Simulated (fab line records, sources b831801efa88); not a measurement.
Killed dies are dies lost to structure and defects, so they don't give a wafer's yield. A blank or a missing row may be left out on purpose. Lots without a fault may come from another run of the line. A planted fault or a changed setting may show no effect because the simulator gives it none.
Which tool did it? | flow sky130 | 11 lots, 33 wafers sampled, at 5 steps of a route of 708

WHAT THE GAUGES READ, wafer by wafer
The record holds no reading of a measuring or inspecting step that can be judged against a usual standard deviation.

WHICH TOOL RAN EACH LOT (tool, then ch and the chambers of the sampled wafers, then the start)
lot  | SKY_METAL5_SPUTTER_01        | SKY_METAL5_DESCUM_14              | SKY_METAL5_METAL_ETCH_15          | SKY_METAL5_STRIP_16                  | SKY_PAD_OPEN_PROBE_99
L440 | pvd_sputter-04, day 42 18:59 | rie_metal-03 ch 0,1, day 43 18:23 | rie_metal-03 ch 0,1, day 43 18:25 | plasma_asher-03 ch 0,1, day 43 18:39 | prober-01, day 45 18:21
L441 | pvd_sputter-04, day 43 06:55 | rie_metal-04 ch 0,1, day 44 05:32 | rie_metal-04 ch 0,1, day 44 05:35 | plasma_asher-01 ch 0,1, day 44 05:49 | prober-02, day 46 04:11
L444 | pvd_sputter-03, day 44 04:56 | rie_metal-04 ch 0,1, day 45 02:28 | rie_metal-04 ch 0,1, day 45 02:34 | plasma_asher-03 ch 0,1, day 45 02:46 | prober-01, day 46 23:24
L445 | pvd_sputter-01, day 44 12:53 | rie_metal-01 ch 1, day 45 09:59   | rie_metal-01 ch 1, day 45 10:04   | plasma_asher-01 ch 0,1, day 45 10:32 | prober-02, day 47 06:34
L447 | pvd_sputter-03, day 45 02:34 | rie_metal-01 ch 0,1, day 45 23:10 | rie_metal-01 ch 0,1, day 45 23:12 | plasma_asher-03 ch 0,1, day 45 23:26 | prober-02, day 47 18:54
L450 | pvd_sputter-03, day 45 20:27 | rie_metal-03 ch 0,1, day 46 17:25 | rie_metal-03 ch 0,1, day 46 17:27 | plasma_asher-04 ch 0,1, day 46 17:41 | prober-01, day 48 12:01
L451 | pvd_sputter-01, day 46 03:49 | rie_metal-04 ch 0,1, day 46 23:59 | rie_metal-04 ch 0,1, day 47 00:01 | plasma_asher-01 ch 0,1, day 47 00:15 | prober-02, day 48 17:35
L456 | pvd_sputter-03, day 47 07:49 | rie_metal-04 ch 0,1, day 48 03:22 | rie_metal-04 ch 0,1, day 48 03:24 | plasma_asher-03 ch 0,1, day 48 03:38 | prober-01, day 49 18:38
L460 | pvd_sputter-01, day 48 03:39 | rie_metal-03 ch 0,1, day 48 22:32 | rie_metal-03 ch 0,1, day 48 22:38 | plasma_asher-03 ch 0,1, day 48 22:49 | prober-01, day 50 11:19
L461 | pvd_sputter-04, day 48 09:59 | rie_metal-03 ch 0,1, day 49 04:41 | rie_metal-03 ch 0,1, day 49 04:43 | plasma_asher-04 ch 0,1, day 49 04:57 | prober-02, day 50 16:10
L463 | pvd_sputter-04, day 48 22:18 | rie_metal-04 ch 0,1, day 49 16:13 | rie_metal-04 ch 0,1, day 49 16:15 | plasma_asher-04 ch 0,1, day 49 16:29 | prober-02, day 51 03:27
- SKY_METAL5_SPUTTER_01: material TiN, target thk 20 nm, time 16.7 s.
- SKY_METAL5_DESCUM_14: chemistry O2, time 11 s.
- SKY_METAL5_METAL_ETCH_15: etches the open film in Cl2/BCl3, stops on SiO2, target depth 1260 nm, time 252 s.
- SKY_METAL5_STRIP_16: strips in O2/N2.
- SKY_PAD_OPEN_PROBE_99

WHAT THE TOOLS THEMSELVES READ (means of the sampled wafers that have a number; where no wafer has one, the mark that the record gives instead)
SKY_METAL5_SPUTTER_01.
lot  | tool           | cathode_dc_power_W (W) | chamber_pressure_pa (Pa) | throttle_valve_pct (%)
L440 | pvd_sputter-04 | 6501.1                 | 0.4004                   | 28.5
L441 | pvd_sputter-04 | 6499.5                 | 0.4004                   | 28.4
L444 | pvd_sputter-03 | 6501.1                 | 0.3999                   | 30.1
L445 | pvd_sputter-01 | 6499.5                 | 0.4005                   | 29.8
L447 | pvd_sputter-03 | 6500.0                 | 0.4001                   | 31.1
L450 | pvd_sputter-03 | 6500.4                 | 0.3999                   | 30.3
L451 | pvd_sputter-01 | 6499.9                 | 0.3995                   | 29.3
L456 | pvd_sputter-03 | 6500.0                 | 0.4002                   | 31.6
L460 | pvd_sputter-01 | -                      | -                        | -
L461 | pvd_sputter-04 | -                      | -                        | -
L463 | pvd_sputter-04 | 6499.4                 | 0.3992                   | 29.3

SKY_METAL5_DESCUM_14.
lot  | tool         | drypump_motor_current_A (A) | oes_product_au (a.u.)
L440 | rie_metal-03 | 6.3                         | 0.989
L441 | rie_metal-04 | 5.9                         | 0.982
L444 | rie_metal-04 | 5.7                         | 0.996
L445 | rie_metal-01 | 6.0                         | 0.991
L447 | rie_metal-01 | 5.8                         | 0.992
L450 | rie_metal-03 | 6.3                         | 0.984
L451 | rie_metal-04 | 6.0                         | 1.002
L456 | rie_metal-04 | 5.7                         | 0.993
L460 | rie_metal-03 | 6.3                         | 0.996
L461 | rie_metal-03 | 6.2                         | 0.999
L463 | rie_metal-04 | 5.7                         | 0.996

SKY_METAL5_METAL_ETCH_15.
lot  | tool         | drypump_motor_current_A (A) | oes_product_au (a.u.) | throttle_valve_pct (%)
L440 | rie_metal-03 | 6.3                         | 0.897                 | 22.259
L441 | rie_metal-04 | 5.9                         | 0.892                 | 22.254
L444 | rie_metal-04 | 5.7                         | 0.891                 | 22.260
L445 | rie_metal-01 | 6.0                         | 0.890                 | 22.260
L447 | rie_metal-01 | 5.8                         | 0.894                 | 22.266
L450 | rie_metal-03 | 6.2                         | 0.898                 | 22.263
L451 | rie_metal-04 | 5.9                         | 0.894                 | 22.265
L456 | rie_metal-04 | 5.7                         | 0.893                 | 22.264
L460 | rie_metal-03 | 6.3                         | 0.899                 | 22.264
L461 | rie_metal-03 | 6.2                         | 0.891                 | 22.259
L463 | rie_metal-04 | 5.7                         | 0.893                 | 22.266

SKY_METAL5_STRIP_16.
lot  | tool            | drypump_motor_current_A (A) | oes_product_au (a.u.) | strip_time_to_endpoint_s (s)
L440 | plasma_asher-03 | 6.6                         | 0.708                 | 13.02
L441 | plasma_asher-01 | 6.1                         | 0.709                 | 13.12
L444 | plasma_asher-03 | 6.6                         | 0.706                 | 13.01
L445 | plasma_asher-01 | 6.1                         | 0.711                 | 13.06
L447 | plasma_asher-03 | 6.6                         | 0.711                 | 13.14
L450 | plasma_asher-04 | 5.8                         | 0.711                 | 13.27
L451 | plasma_asher-01 | 6.2                         | 0.713                 | 13.14
L456 | plasma_asher-03 | 6.6                         | 0.708                 | 13.10
L460 | plasma_asher-03 | 6.6                         | 0.712                 | 13.16
L461 | plasma_asher-04 | 5.3                         | 0.710                 | 13.05
L463 | plasma_asher-04 | 5.2                         | 0.708                 | 13.10

SKY_PAD_OPEN_PROBE_99.
lot  | tool      | defect_limited_yield (%) | killed_at_M0_to_M3 | killed_at_M4_up | killed_at_contacts | killed_at_front_end | killed_at_other | killed_dies | killed_open | killed_short | sort_bin_3_pad_short (%) | sort_bin_5_function (%) | sort_bin_6_memory (%) | sort_n_pass | sort_yield_pct (%)
L440 | prober-01 | 83.7                     | 41                 | 3.3             | 19                 | 17                  | 0.0             | 80          | 44          | 36           | 0.8                      | 9.8                     | 5.8                   | 412         | 83.7
L441 | prober-02 | 83.6                     | 36                 | 5.0             | 25                 | 14                  | 0.7             | 81          | 44          | 36           | 0.5                      | 9.9                     | 6.0                   | 411         | 83.6
L444 | prober-01 | 82.5                     | 38                 | 3.3             | 22                 | 22                  | 1.0             | 86          | 45          | 40           | 1.4                      | 9.7                     | 6.4                   | 406         | 82.5
L445 | prober-02 | 80.9                     | 48                 | 1.7             | 22                 | 21                  | 0.3             | 94          | 50          | 43           | 0.7                      | 12.4                    | 6.0                   | 398         | 80.9
L447 | prober-02 | 82.6                     | 42                 | 2.3             | 26                 | 15                  | 0.0             | 85          | 51          | 35           | 0.7                      | 11.0                    | 5.6                   | 407         | 82.6
L450 | prober-01 | 81.9                     | 40                 | 3.7             | 28                 | 17                  | 0.0             | 89          | 48          | 41           | 0.7                      | 10.7                    | 6.6                   | 403         | 81.9
L451 | prober-02 | 82.0                     | 46                 | 2.0             | 26                 | 14                  | 0.3             | 88          | 47          | 41           | 1.0                      | 11.7                    | 5.3                   | 404         | 82.0
L456 | prober-01 | 83.5                     | 42                 | 2.7             | 23                 | 13                  | 0.0             | 81          | 42          | 39           | 1.1                      | 9.9                     | 5.6                   | 411         | 83.5
L460 | prober-01 | 85.6                     | 32                 | 2.0             | 25                 | 12                  | 0.0             | 71          | 40          | 31           | 0.5                      | 8.1                     | 5.7                   | 421         | 85.6
L461 | prober-02 | 80.6                     | 40                 | 5.7             | 31                 | 18                  | 0.0             | 96          | 50          | 46           | 0.8                      | 11.7                    | 7.0                   | 396         | 80.6
L463 | prober-02 | 82.6                     | 42                 | 4.0             | 26                 | 13                  | 0.0             | 85          | 48          | 38           | 1.0                      | 9.9                     | 6.4                   | 407         | 82.6

THE ANSWER, worked out from the rows above alone
Rule: what is usual is taken from the lots themselves. Put in order of their means at a reading, lots are off if they are a third of the lots or fewer, leave a main group of 4 or more, and stand apart from it by a gap of 3 or more times the standard deviation of the main group's means; of several such gaps the widest counts. A main group whose means are all the same, to the digits that the tables above print for the reading, isn't used. A lot without any number at a reading at which 4 lots or more have one is off too. The other lots that the step has rows for count as sound. The gauges are gone through in route order, then the tools' own readings, and for those a lot's mean is taken as printed above. The first step at which some lot is off is used, and at that step the reading that is off furthest; a lot without a number counts as furthest.
Off: L460, L461, at SKY_METAL5_SPUTTER_01 (cathode_dc_power_W). Without a number there: L460, L461. The main group: mean 6500.1 W, standard deviation 0.61.
A tool fits if, at that step or a process step before it, it ran every lot that is off, and no sound lot after the first of them. None of those tried fits.

WHAT THE SIMULATOR HAD PUT IN
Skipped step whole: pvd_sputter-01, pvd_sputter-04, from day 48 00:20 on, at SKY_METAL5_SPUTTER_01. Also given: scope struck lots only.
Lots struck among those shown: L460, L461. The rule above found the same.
